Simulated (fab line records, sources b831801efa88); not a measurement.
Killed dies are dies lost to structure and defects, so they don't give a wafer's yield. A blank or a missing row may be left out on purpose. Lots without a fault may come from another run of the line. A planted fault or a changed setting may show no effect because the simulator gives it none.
A struck lot beside a sound one | flow sky130 | 17 steps out of a route of 708
Sound: wafers L125.1, L125.2, L125.5. Struck: wafers L126.1, L126.2, L126.4. The cause comes at the end.
At each step with rows: each side's tool, then ch and its chambers, then its first start. Under that, the readings that differ: sound wafers | struck wafers | difference of the means | sigmas: that difference in standard deviations of wafers without a fault.
alike: readings whose means differ by less than 2 such deviations, and words and numbers that are the same on both sides. not compared: withheld readings, readings that some wafer has no value for, bounds like >300 that may hide the same value, and numbers for which the record gives no deviation and whose values overlap.
The two part at a step that has a row with sigmas, a row that says differs or no value, or rows on one side only. Numbers that don't overlap but have no deviation are shown without sigmas and don't part them. A reading that every wafer of one side lacks parts them only if that side has two wafers or more.

first, 2 steps without rows for these wafers: SKY_LOCAL_INTERCONNECT_PEB_09; SKY_LOCAL_INTERCONNECT_DEVELOP_10 (develop time 60 s).
SKY_LOCAL_INTERCONNECT_CD_MEAS_11: target cd 170 nm.
  sound on cd_sem-02, day 34 03:11; struck on cd_sem-01, day 34 10:32
  alike: cd_nm
SKY_LOCAL_INTERCONNECT_OVL_MEAS_12:
  sound on overlay-01, day 34 03:19; struck on overlay-02, day 34 10:40
  alike: LOCAL_INTERCONNECT_OVL
SKY_LOCAL_INTERCONNECT_ETCH_13: etches BARC in N2/H2, stops on SiO2, time 45.9 s, target depth 60 nm.
  sound on rie_metal-04 ch 0,1, day 34 03:21; struck on rie_metal-04 ch 0,1, day 34 10:42
  alike: drypump_motor_current_A, oes_product_au, throttle_valve_pct
  not compared: rf_hours_counter_h
SKY_LOCAL_INTERCONNECT_METAL_ETCH_14: etches TiN in Cl2/BCl3, stops on PSG, target depth 110 nm, time 31.4 s.
  sound on rie_metal-04 ch 0,1, day 34 03:25; struck on rie_metal-04 ch 0,1, day 34 10:46
  alike: drypump_motor_current_A, oes_product_au, throttle_valve_pct
  not compared: rf_hours_counter_h
SKY_LOCAL_INTERCONNECT_STRIP_15: strips in O2/N2.
  sound on plasma_asher-01 ch 0,1, day 34 03:28; struck on plasma_asher-04 ch 0,1, day 34 10:49
  reading                     | sound       | struck      | difference | sigmas
  drypump_motor_current_A (A) | 5.3 5.5 5.4 | 5.6 6.3 6.3 | +0.7       | +2
  alike: oes_product_au, strip_time_to_endpoint_s
  not compared: rf_hours_counter_h
then, 3 steps without rows for these wafers: SKY_LOCAL_INTERCONNECT_STRIP_16 (strips in post etch residue remover, time 1200 s); SKY_LOCAL_INTERCONNECT_CLEAN_17 (cleans in IPA, time 180 s); SKY_LOCAL_INTERCONNECT_CLEAN_18 (cleans in O3/DIW).
SKY_CONTACT_CVD_00: deposits Si3N4, target thk 75 nm.
  sound on pecvd-03 ch 1,2, day 34 04:04; struck on pecvd-03 ch 0,1,2, day 34 11:24
  alike: heater_power_w
SKY_CONTACT_THK_MEAS_01:
  sound on film_metro-03, day 34 04:05; struck on film_metro-04, day 34 11:26
  alike: CONTACT_CVD_00_THK
SKY_CONTACT_HDPCVD_02: deposits SiO2, target thk 565 nm, time 94.2 s.
  sound on hdpcvd-01 ch 0,1,2, day 34 04:09; struck on hdpcvd-02 ch 0,2, day 34 11:30
  reading                                     | sound             | struck            | difference | sigmas
  run_length_s (s)                            | 121.3 122.2 121.5 | 96.6 97.3 97.2    | -24.6      | -42
  model.SiO2_of_CONTACT_HDPCVD_02.thk_nm (nm) | 555.9 557.6 560.7 | 417.9 420.1 429.9 | -135.4     |
SKY_CONTACT_THK_MEAS_03:
  sound on film_metro-03, day 34 04:13; struck on film_metro-03, day 34 11:34
  reading                 | sound       | struck      | difference | sigmas
  CONTACT_HDPCVD_THK (nm) | 557 557 560 | 418 420 430 | -135       | -23
SKY_CONTACT_CMP_04: polishes SiO2.
  sound on cmp-01 ch 0,1,3, day 34 04:23; struck on cmp-01 ch 0,1,3, day 34 11:37
  reading                | sound    | struck   | difference | sigmas
  time_to_endpoint_s (s) | 77 79 79 | 30 31 37 | -46        | -13
  alike: motor_current_A
SKY_CONTACT_BOW_MEAS_05:
  sound on film_metro-03, day 34 04:35; struck on film_metro-03, day 34 11:55
  alike: CONTACT_BOW
-- the record jumps here: 14 days lie between the struck wafers' starts before and after (it left off in module CONTACT and takes up again in module PAD_OPEN, whose first step shown is number 708 of the route) --
SKY_PAD_OPEN_PROBE_99:
  the record has rows for the struck wafers here (prober-02, day 48 18:07) and none for the sound ones

WHERE THEY PART
First at SKY_LOCAL_INTERCONNECT_STRIP_15; last, within this record, at SKY_PAD_OPEN_PROBE_99.

WHY: what the simulator had put in
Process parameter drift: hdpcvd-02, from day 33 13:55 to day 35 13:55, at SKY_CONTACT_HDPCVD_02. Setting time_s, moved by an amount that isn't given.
